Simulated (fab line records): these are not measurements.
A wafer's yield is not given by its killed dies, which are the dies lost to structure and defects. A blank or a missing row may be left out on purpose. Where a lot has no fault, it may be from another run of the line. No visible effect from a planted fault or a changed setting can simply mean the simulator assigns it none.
fab line records	flow sky130
[record] lots = 12	wafers = 36	lastDay = 50
route steps=708 shown FIELD_ISO@14 PWDE@53 SONOS_TUNNEL@162
lots untouched by any fault: they come from a run of this same line in which no faults occurred
startH: hours from the record's opening day to when the first of the lot's shown wafers began	waitH: hours since the lot's step before	" identical to the entry in the row above	L1.1+2: a row that stands for several wafers	- no value present, or no start provided	* or withheld: withheld	< > ~ a bound
route shown NAME@n: a module of which the file shows steps, and the number in the route of the first	usual: the fault-free wafers' mean and standard deviation	same: alike in all rows	chamber/n: place in a boat	sites: per-site readings	_std_site: how widely they spread, as a standard deviation	_edge_site: mean of outer sites minus mean of inner sites	radiusMm: for every site, how far away it sits from the centre of the wafer	mask NAME#n: copy n	behind: the most recent tool/chamber to have shaped the wafer	hold: the reason the lot was held/the length of the hold in hours/how it ended	device: which transistor (n, p or np) failed to switch	end of line: the same wafers' tests at the end of the route	a step without rows: its recipe alone	killed: dies that structure and defects cost at the first sort, which is not the same as the wafer's yield	map: shows each die of a wafer: x if killed, . if not, _ if none is there
set.NAME: setting as actually run; set.NAME@STEP: the setting as run at that earlier step	model.NAME: the simulator's own value behind a step, which no gauge read
one table for each step of the route and one row for each wafer, over a sample of lots
services: from which hour (startH, from the record's first day; less than 0 if before it) a tool's chamber was out of use, for how many hours, and why
[[steps]]
[step SKY_FIELD_ISO_CD_MEAS_13]
[recipe] targetCdNm = 150
[usual] cdNm = 150.0/1.7
lot.wafer	tool	chamber	startH	waitH	cdNm
L112.1	cdSem-01	-	31.93	-	149.7
L112.5	"	-	"	"	149.6
L112.6	"	-	"	"	149.1
L114.1	cdSem-02	-	39.92	-	147.3
L114.2	"	-	"	"	148.8
L114.6	"	-	"	"	148.2
L115.4	cdSem-01	-	44.13	-	151.1
L115.5	"	-	"	"	152.1
L115.6	"	-	"	"	149.3
L117.1	cdSem-01	-	56.84	-	149.1
L117.5	"	-	"	"	149.3
L117.6	"	-	"	"	149.4
L119.3	cdSem-02	-	70.01	-	149.8
L119.4	"	-	"	"	151.4
L119.6	"	-	"	"	150.1
L121.2	cdSem-01	-	80.50	-	148.5
L121.4	"	-	"	"	147.5
L121.6	"	-	"	"	148.8
L125.2	cdSem-02	-	96.20	-	153.3
L125.3	"	-	"	"	151.3
L125.6	"	-	"	"	150.5
L126.1	cdSem-01	-	101.62	-	149.9
L126.2	"	-	"	"	151.1
L126.3	"	-	"	"	151.7
L132.1	cdSem-01	-	133.92	-	149.1
L132.4	"	-	"	"	150.1
L132.5	"	-	"	"	150.1
L133.1	cdSem-02	-	137.62	-	149.9
L133.5	"	-	"	"	150.9
L133.6	"	-	"	"	149.2
L134.2	cdSem-01	-	144.66	-	153.2
L134.4	"	-	"	"	154.1
L134.5	"	-	"	"	155.0
L135.3	cdSem-01	-	149.91	-	147.7
L135.4	"	-	"	"	148.1
L135.5	"	-	"	"	148.7
[step SKY_FIELD_ISO_THK_MEAS_23]
[recipe] reads = SiO2_of_FIELD_ISO_OXIDATION_22
[usual] FIELD_ISO_OXIDATION_01_THK = 9.93/0.21
lot.wafer	tool	chamber	startH	waitH	FIELD_ISO_OXIDATION_01_THK[nm]
L112.1	filmMetro-02	-	33.87	0.0	10.21
L112.5	"	-	"	"	10.12
L112.6	"	-	"	"	10.17
L114.1	filmMetro-02	-	46.23	0.0	9.82
L114.2	"	-	"	"	9.68
L114.6	"	-	"	"	9.76
L115.4	filmMetro-01	-	46.26	0.0	9.75
L115.5	"	-	"	"	9.74
L115.6	"	-	"	"	9.80
L117.1	filmMetro-01	-	60.29	0.0	9.97
L117.5	"	-	"	"	10.05
L117.6	"	-	"	"	9.91
L119.3	filmMetro-01	-	72.28	0.0	9.87
L119.4	"	-	"	"	9.90
L119.6	"	-	"	"	10.06
L121.2	filmMetro-03	-	82.42	0.0	9.65
L121.4	"	-	"	"	9.51
L121.6	"	-	"	"	9.61
L125.2	filmMetro-01	-	98.02	0.0	9.70
L125.3	"	-	"	"	9.74
L125.6	"	-	"	"	9.42
L126.1	filmMetro-03	-	106.98	0.0	10.31
L126.2	"	-	"	"	10.08
L126.3	"	-	"	"	10.08
L132.1	filmMetro-03	-	136.85	0.0	9.95
L132.4	"	-	"	"	9.91
L132.5	"	-	"	"	9.78
L133.1	filmMetro-03	-	139.53	0.0	9.48
L133.5	"	-	"	"	9.49
L133.6	"	-	"	"	9.62
L134.2	filmMetro-01	-	146.50	0.0	10.16
L134.4	"	-	"	"	9.95
L134.5	"	-	"	"	9.91
L135.3	filmMetro-03	-	152.15	0.0	9.96
L135.4	"	-	"	"	10.06
L135.5	"	-	"	"	10.11
[step SKY_PWDE_IMPLANT_08]
[recipe] species = B	energyKev = 150	doseCm2 = 3.6e+12	tiltDeg = withheld
[usual] doseIonsCm2 = 3.6e+12/3.7e+09	faradayCurrentUA = 20.3/0.4
lot.wafer	tool	chamber	startH	waitH	doseIonsCm2	faradayCurrentUA
L112.1	implanter-03	0	75.47	0.0	3.599e+12	20.6
L112.5	"	0	"	"	3.604e+12	20.4
L112.6	"	0	"	"	3.601e+12	20.9
L115.4	implanter-02	0	90.85	0.1	3.601e+12	20.1
L115.5	"	0	"	"	3.598e+12	20.2
L115.6	"	0	"	"	3.605e+12	20.4
L114.1	implanter-01	0	91.45	0.0	3.599e+12	20.2
L114.2	"	0	"	"	3.599e+12	20.4
L114.6	"	0	"	"	3.596e+12	20.4
L117.1	implanter-03	0	104.00	0.0	3.603e+12	19.7
L117.5	"	0	"	"	3.597e+12	20.6
L117.6	"	0	"	"	3.602e+12	20.1
L119.3	implanter-02	0	112.20	0.1	3.967e+12	23.2
L119.4	"	0	"	"	3.969e+12	22.6
L119.6	"	0	"	"	3.97e+12	22.1
L121.2	implanter-02	0	122.20	0.0	3.966e+12	22.6
L121.4	"	0	"	"	3.961e+12	22.1
L121.6	"	0	"	"	3.969e+12	22.3
L125.2	implanter-03	0	137.34	0.0	3.6e+12	20.7
L125.3	"	0	"	"	3.599e+12	20.3
L125.6	"	0	"	"	3.598e+12	20.2
L126.1	implanter-03	0	150.60	0.0	3.599e+12	20.0
L126.2	"	0	"	"	3.596e+12	19.9
L126.3	"	0	"	"	3.598e+12	19.9
L132.1	implanter-01	0	183.61	0.0	3.594e+12	20.7
L132.4	"	0	"	"	3.597e+12	21.2
L132.5	"	0	"	"	3.596e+12	20.6
L133.1	implanter-02	0	186.40	0.0	3.599e+12	20.2
L133.5	"	0	"	"	3.604e+12	20.5
L133.6	"	0	"	"	3.604e+12	20.4
L134.2	implanter-02	0	192.25	0.0	3.601e+12	20.5
L134.4	"	0	"	"	3.598e+12	20.9
L134.5	"	0	"	"	3.6e+12	20.1
L135.3	implanter-02	0	197.12	0.1	3.6e+12	20.3
L135.4	"	0	"	"	3.605e+12	20.6
L135.5	"	0	"	"	3.603e+12	20.6
[step SKY_PWDE_TW_MEAS_10]
[usual] PWDE_TW = 375/3.1
lot.wafer	tool	chamber	startH	waitH	PWDE_TW
L112.1	filmMetro-03	-	75.72	0.1	380
L112.5	"	-	"	"	379
L112.6	"	-	"	"	382
L115.4	filmMetro-03	-	91.05	0.1	378
L115.5	"	-	"	"	378
L115.6	"	-	"	"	376
L114.1	filmMetro-03	-	91.70	0.1	379
L114.2	"	-	"	"	379
L114.6	"	-	"	"	378
L117.1	filmMetro-03	-	104.25	0.1	375
L117.5	"	-	"	"	377
L117.6	"	-	"	"	376
L119.3	filmMetro-03	-	112.42	0.1	387
L119.4	"	-	"	"	388
L119.6	"	-	"	"	386
L121.2	filmMetro-01	-	122.43	0.1	381
L121.4	"	-	"	"	383
L121.6	"	-	"	"	382
L125.2	filmMetro-03	-	137.57	0.1	376
L125.3	"	-	"	"	375
L125.6	"	-	"	"	375
L126.1	filmMetro-04	-	150.85	0.1	378
L126.2	"	-	"	"	379
L126.3	"	-	"	"	377
L132.1	filmMetro-04	-	183.86	0.1	375
L132.4	"	-	"	"	377
L132.5	"	-	"	"	374
L133.1	filmMetro-03	-	186.65	0.1	377
L133.5	"	-	"	"	377
L133.6	"	-	"	"	376
L134.2	filmMetro-01	-	192.48	0.1	372
L134.4	"	-	"	"	370
L134.5	"	-	"	"	368
L135.3	filmMetro-01	-	197.34	0.1	369
L135.4	"	-	"	"	370
L135.5	"	-	"	"	371
[step SKY_NWELL_RS_MEAS_31]
[recipe] thkMeasGauge = four-point-probe
[usual] PWDE_RS = 5271/16
lot.wafer	tool	chamber	startH	waitH	PWDE_RS[ohm/sq]
L112.1	filmMetro-03	-	111.66	0.1	5265
L112.5	"	-	"	"	5259
L112.6	"	-	"	"	5265
L115.4	filmMetro-03	-	128.07	0.1	5262
L115.5	"	-	"	"	5263
L115.6	"	-	"	"	5268
L114.1	filmMetro-01	-	129.06	0.1	5250
L114.2	"	-	"	"	5254
L114.6	"	-	"	"	5242
L117.1	filmMetro-04	-	141.77	0.1	5278
L117.5	"	-	"	"	5262
L117.6	"	-	"	"	5268
L119.3	filmMetro-03	-	149.73	0.1	4895
L119.4	"	-	"	"	4884
L119.6	"	-	"	"	4894
L121.2	filmMetro-01	-	162.57	0.1	4886
L121.4	"	-	"	"	4875
L121.6	"	-	"	"	4876
L125.2	filmMetro-01	-	177.99	0.1	5246
L125.3	"	-	"	"	5271
L125.6	"	-	"	"	5266
L126.1	filmMetro-04	-	193.21	0.1	5305
L126.2	"	-	"	"	5297
L126.3	"	-	"	"	5287
L132.1	filmMetro-03	-	228.42	0.1	5255
L132.4	"	-	"	"	5245
L132.5	"	-	"	"	5256
L133.1	filmMetro-04	-	231.61	0.1	5274
L133.5	"	-	"	"	5280
L133.6	"	-	"	"	5269
L134.2	filmMetro-04	-	238.18	0.1	5265
L134.4	"	-	"	"	5284
L134.5	"	-	"	"	5281
L135.3	filmMetro-04	-	242.51	0.1	5252
L135.4	"	-	"	"	5270
L135.5	"	-	"	"	5246
[step SKY_SONOS_TUNNEL_OVL_MEAS_08]
[usual] SONOS_TUNNEL_OVL = 0.6/1.6
lot.wafer	tool	chamber	startH	waitH	SONOS_TUNNEL_OVL[nm]
L112.1	overlay-02	-	258.01	0.1	-0.4
L112.5	"	-	"	"	-1.7
L112.6	"	-	"	"	-1.2
L115.4	overlay-01	-	280.47	0.1	1.9
L115.5	"	-	"	"	0.3
L115.6	"	-	"	"	0.6
L114.1	overlay-02	-	283.05	0.1	1.1
L114.2	"	-	"	"	0.3
L114.6	"	-	"	"	2.6
L117.1	overlay-02	-	297.95	0.1	0.7
L117.5	"	-	"	"	0.8
L117.6	"	-	"	"	-0.2
L119.3	overlay-02	-	310.82	0.1	-1.4
L119.4	"	-	"	"	-1.3
L119.6	"	-	"	"	-1.5
L121.2	overlay-02	-	327.75	0.1	2.0
L121.4	"	-	"	"	1.8
L121.6	"	-	"	"	1.5
L125.2	overlay-02	-	348.31	0.1	-2.6
L125.3	"	-	"	"	-1.3
L125.6	"	-	"	"	-0.7
L126.1	overlay-02	-	369.55	0.1	0.4
L126.2	"	-	"	"	0.9
L126.3	"	-	"	"	1.2
L132.1	overlay-02	-	415.15	0.1	-0.8
L132.4	"	-	"	"	-1.5
L132.5	"	-	"	"	0.2
L133.1	overlay-01	-	419.05	0.1	3.1
L133.5	"	-	"	"	3.5
L133.6	"	-	"	"	4.2
L134.2	overlay-02	-	426.90	0.1	-0.7
L134.4	"	-	"	"	0.4
L134.5	"	-	"	"	-0.2
L135.3	overlay-02	-	434.27	0.1	-1.3
L135.4	"	-	"	"	-1.1
L135.5	"	-	"	"	-1.8
[[services]]
tool	chamber	startH	hours	kind
implanter-03	-	62.36	1.8	repair
implanter-01	-	72.37	0.8	repair
implanter-01	-	101.83	5.4	pm
implanter-03	-	170.78	14.0	pm
implanter-03	-	196.78	1.5	repair
[[key]]
[firstSign] step = SKY_PWDE_IMPLANT_08	reading = doseIonsCm2	direction = up	sigmas = 98	usual = *	struck = *
[effect] step = SKY_PWDE_IMPLANT_08	reading = faradayCurrentUA	direction = up	sigmas = 5.4	usual = 20.3	struck = 22.5
[effect] step = SKY_PWDE_TW_MEAS_10	reading = PWDE_TW	direction = up	sigmas = 3	usual = 375	struck = 384
[effect] step = SKY_NWELL_RS_MEAS_31	reading = PWDE_RS	direction = down	sigmas = 25	usual = 5271	struck = 4885
metAt SKY_PWDE_IMPLANT_08
struckLots L119,L121
testerLeftOut L119,L121
notActingAt SKY_FIELD_ISO_CD_MEAS_13,SKY_FIELD_ISO_THK_MEAS_23,SKY_SONOS_TUNNEL_OVL_MEAS_08
onsetBetween 90.85 112.20
[fault] kind = processParameterDrift	tool = implanter-02	chamber = -	onsetH = 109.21	steps = SKY_PWDE_IMPLANT_08	channel = doseCm2	offset = *	shape = step	endH = 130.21	actsIn = *	stated = *
// testerLeftOut: of these lots the tester's yield and bins aren't shown, on N5 and GAA mostly nor the transistor test; their killed dies are dies lost to structure and defects alone, not to doping, threshold or leakage, so they don't give the yield
